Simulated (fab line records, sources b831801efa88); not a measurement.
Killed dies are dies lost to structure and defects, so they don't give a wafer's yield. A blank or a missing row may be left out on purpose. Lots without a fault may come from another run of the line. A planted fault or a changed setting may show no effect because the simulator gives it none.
Which tool did it? | flow gf180mcu | 7 lots, 21 wafers sampled, at 1 step of a route of 602

WHAT THE GAUGES READ, wafer by wafer
GF_V3_THK_MEAS_25: measures by xrf.
lot  | measured     | on            | V3_W_THK (nm)
L863 | day 23 13:03 | film_metro-04 | 347 344 350
L865 | day 24 05:14 | film_metro-03 | 354 360 363
L867 | day 24 17:52 | film_metro-01 | 357 359 359
L877 | day 28 03:22 | film_metro-04 | 351 360 349
L879 | day 28 18:18 | film_metro-04 | 358 363 351
L881 | day 29 08:42 | film_metro-01 | 351 354 353
L883 | day 29 17:57 | film_metro-03 | 351 352 346

WHICH TOOL RAN EACH LOT (tool, then ch and the chambers of the sampled wafers, then the start)
The record holds no process step before these readings.

THE ANSWER, worked out from the rows above alone
Rule: what is usual is taken from the lots themselves. Put in order of their means at a reading, lots are off if they are a third of the lots or fewer, leave a main group of 4 or more, and stand apart from it by a gap of 3 or more times the standard deviation of the main group's means; of several such gaps the widest counts. A main group whose means are all the same, to the digits that the tables above print for the reading, isn't used. A lot without any number at a reading at which 4 lots or more have one is off too. The other lots that the step has rows for count as sound.
No lot is off at any reading shown: from this, nothing can be told.

WHAT THE SIMULATOR HAD PUT IN
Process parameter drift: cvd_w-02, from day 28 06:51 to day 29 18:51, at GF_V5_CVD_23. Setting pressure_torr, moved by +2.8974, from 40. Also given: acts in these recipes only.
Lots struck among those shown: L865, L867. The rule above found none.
